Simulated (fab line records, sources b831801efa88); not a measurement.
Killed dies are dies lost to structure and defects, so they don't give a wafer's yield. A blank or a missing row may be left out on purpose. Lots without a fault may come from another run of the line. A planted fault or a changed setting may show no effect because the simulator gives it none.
Which tool did it? | flow gf180mcu | 12 lots, 36 wafers sampled, at 4 steps of a route of 602

WHAT THE GAUGES READ, wafer by wafer
GF_V4_CD_MEAS_14: target cd 260 nm. Usual: cd_nm 259.7 nm, standard deviation 1.1.
lot  | measured     | on        | cd_nm (nm)        | flag
L945 | day 24 03:58 | cd_sem-01 | 260.2 260.0 260.1 |
L947 | day 24 21:25 | cd_sem-01 | 261.1 259.6 260.0 |
L948 | day 25 03:23 | cd_sem-01 | 259.4 259.5 259.2 |
L949 | day 25 21:03 | cd_sem-01 | 259.7 258.3 259.7 |
L950 | day 25 23:13 | cd_sem-02 | 258.5 258.3 257.5 |
L952 | day 26 19:07 | cd_sem-02 | 260.8 260.2 259.9 |
L958 | day 28 23:08 | cd_sem-02 | 268.2 270.7 269.5 | OFF
L960 | day 29 02:38 | cd_sem-02 | 270.2 269.6 269.9 | OFF
L959 | day 29 08:59 | cd_sem-02 | 268.8 270.0 269.9 | OFF
L961 | day 29 14:53 | cd_sem-02 | 260.3 260.2 260.7 |
L962 | day 30 02:23 | cd_sem-02 | 259.2 258.8 258.9 |
L968 | day 31 09:05 | cd_sem-01 | 256.0 257.8 259.6 |

WHICH TOOL RAN EACH LOT (tool, then ch and the chambers of the sampled wafers, then the start)
lot  | GF_V3_CVD_23                  | GF_V3_CMP_26                  | GF_V4_PEB_12
L945 | cvd_w-02 ch 0,1, day 22 03:27 | cmp-02 ch 1,3, day 22 03:45   | litho_track-01 ch 0, day 24 03:37
L947 | cvd_w-02 ch 0,1, day 22 22:03 | cmp-02 ch 0,1,2, day 22 22:28 | litho_track-01 ch 0, day 24 21:05
L948 | cvd_w-02 ch 0,1, day 23 04:09 | cmp-01 ch 1,2, day 23 04:25   | litho_track-04 ch 0, day 25 03:04
L949 | cvd_w-02 ch 0,1, day 23 23:34 | cmp-02 ch 0,1,2, day 23 23:53 | litho_track-04 ch 0, day 25 20:42
L950 | cvd_w-02 ch 0,1, day 24 01:53 | cmp-02 ch 0,1,3, day 24 02:11 | litho_track-04 ch 0, day 25 22:53
L952 | cvd_w-01 ch 0,1, day 24 22:38 | cmp-02 ch 1,2,3, day 24 23:01 | litho_track-01 ch 0, day 26 18:46
L958 | cvd_w-02 ch 0,1, day 27 05:51 | cmp-01 ch 1,2,3, day 27 06:07 | litho_track-04 ch 0, day 28 22:49
L960 | cvd_w-01 ch 0,1, day 27 11:28 | cmp-01 ch 0,1,3, day 27 11:46 | litho_track-04 ch 0, day 29 02:19
L959 | cvd_w-02 ch 0,1, day 27 16:28 | cmp-01 ch 0,1,2, day 27 16:46 | litho_track-04 ch 0, day 29 08:40
L961 | cvd_w-01 ch 0,1, day 27 21:21 | cmp-01 ch 0,2,3, day 27 21:42 | litho_track-01 ch 0, day 29 14:34
L962 | cvd_w-01 ch 0,1, day 28 10:05 | cmp-02 ch 1,2,3, day 28 10:26 | litho_track-02 ch 0, day 30 02:03
L968 | cvd_w-01 ch 0,1, day 29 18:41 | cmp-02 ch 1,2,3, day 29 19:05 | litho_track-01 ch 0, day 31 08:45
- GF_V3_CVD_23: deposits W, target thk 350 nm, time 104.9 s.
- GF_V3_CMP_26: polishes, stops on SiO2, t overpolish 15 s, target thk 0 nm.
- GF_V4_PEB_12: peb time 90 s.

WHAT THE TOOLS THEMSELVES READ (means of the sampled wafers that have a number; where no wafer has one, the mark that the record gives instead)
GF_V3_CVD_23. Usual: heater_power_outer_w 526 W, standard deviation 58; heater_power_w 820 W, standard deviation 51.
lot  | tool     | heater_power_outer_w (W) | heater_power_w (W) | flag
L945 | cvd_w-02 | 544                      | 852                |
L947 | cvd_w-02 | 557                      | 854                |
L948 | cvd_w-02 | 510                      | 809                |
L949 | cvd_w-02 | 541                      | 856                |
L950 | cvd_w-02 | 559                      | 849                |
L952 | cvd_w-01 | 501                      | 793                |
L958 | cvd_w-02 | 551                      | 848                |
L960 | cvd_w-01 | 515                      | 781                |
L959 | cvd_w-02 | 561                      | 858                |
L961 | cvd_w-01 | 532                      | 803                |
L962 | cvd_w-01 | 509                      | 788                |
L968 | cvd_w-01 | 535                      | 809                |

GF_V3_CMP_26. Usual: motor_current_A 11.2 A, standard deviation 0.91; overpolish_run_s 15.000 s, standard deviation 0.0086; platen_rpm 60.00 rpm, standard deviation 0.036; time_to_endpoint_s 86.8 s, standard deviation 2.9.
lot  | tool   | motor_current_A (A) | overpolish_run_s (s) | platen_rpm (rpm) | time_to_endpoint_s (s) | flag
L945 | cmp-02 | 11.7                | 14.998               | 59.98            | 87.6                   |
L947 | cmp-02 | 10.5                | 14.997               | 59.97            | 88.8                   |
L948 | cmp-01 | 10.1                | 14.995               | 60.00            | 88.7                   |
L949 | cmp-02 | 11.0                | 14.997               | 59.97            | 89.4                   |
L950 | cmp-02 | 11.1                | 14.996               | 60.02            | 89.2                   |
L952 | cmp-02 | 11.7                | 15.001               | 59.99            | 89.4                   |
L958 | cmp-01 | 10.7                | 14.998               | 60.01            | 88.2                   |
L960 | cmp-01 | 11.6                | 14.993               | 59.98            | 87.7                   |
L959 | cmp-01 | 10.7                | 15.010               | 60.00            | 88.2                   |
L961 | cmp-01 | 11.3                | 15.008               | 60.00            | 87.7                   |
L962 | cmp-02 | 12.1                | 14.997               | 59.96            | 85.8                   |
L968 | cmp-02 | 11.8                | 15.004               | 59.99            | 82.9                   |

GF_V4_PEB_12. Usual: chill_plate_temp_C 23.01 C, standard deviation 0.1; heater_power_total_W 85.71 W, standard deviation 0.085; plate_temp_C 134.99 C, standard deviation 0.14.
lot  | tool           | chill_plate_temp_C (C) | heater_power_total_W (W) | plate_temp_C (C) | flag
L945 | litho_track-01 | 23.09                  | 85.70                    | 135.15           |
L947 | litho_track-01 | 23.16                  | 85.73                    | 134.93           |
L948 | litho_track-04 | 23.03                  | 85.73                    | 134.96           |
L949 | litho_track-04 | 22.89                  | 85.70                    | 135.08           |
L950 | litho_track-04 | 22.91                  | 85.72                    | 135.07           |
L952 | litho_track-01 | 23.09                  | 85.68                    | 134.85           |
L958 | litho_track-04 | 23.00                  | 89.05                    | 138.85           | OFF
L960 | litho_track-04 | 23.03                  | 89.08                    | 138.96           | OFF
L959 | litho_track-04 | 23.00                  | 89.02                    | 138.80           | OFF
L961 | litho_track-01 | 23.07                  | 85.70                    | 134.94           |
L962 | litho_track-02 | 23.01                  | 85.75                    | 134.87           |
L968 | litho_track-01 | 22.80                  | 85.68                    | 134.93           |

THE ANSWER, worked out from the rows above alone
Rule: a lot is off if the mean of its wafers that have a number lies more than 3 standard deviations from the usual mean. A lot without any number at a reading at which 4 lots or more have one is off too. The other lots that the step has rows for count as sound. The gauges are gone through in route order, then the tools' own readings, and for those a lot's mean is taken as printed above. The first step at which some lot is off is used, and at that step the reading that is off furthest; a lot without a number counts as furthest.
Off: L958, L960, L959, at GF_V4_CD_MEAS_14 (cd_nm).
A tool fits if, at a process step before that reading, it ran every lot that is off, and no sound lot after the first of them. The gauges at GF_V4_CD_MEAS_14 aren't tried: what is off there is off at GF_V4_PEB_12 too, on other tools, and a gauge's error can't cause that. One fits: litho_track-04 at GF_V4_PEB_12. Its last sound lot is L950 (day 25 22:53), its first lot that is off L958 (day 28 22:49): a fault that began between those two fits.
The tool's own readings at GF_V4_PEB_12 bear it out: on the lots that are off they differ by more than 5 times the standard deviation of the sound lots' means. heater_power_total_W reads 89.05 W there against 85.71 W on the sound lots; plate_temp_C reads 138.87 C there against 134.98 C on the sound lots.

WHAT THE SIMULATOR HAD PUT IN
Process parameter drift: litho_track-04, from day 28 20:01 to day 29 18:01, at GF_V4_PEB_12. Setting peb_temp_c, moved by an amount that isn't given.
Lots struck among those shown: L958, L960, L959. The rule above found the same.
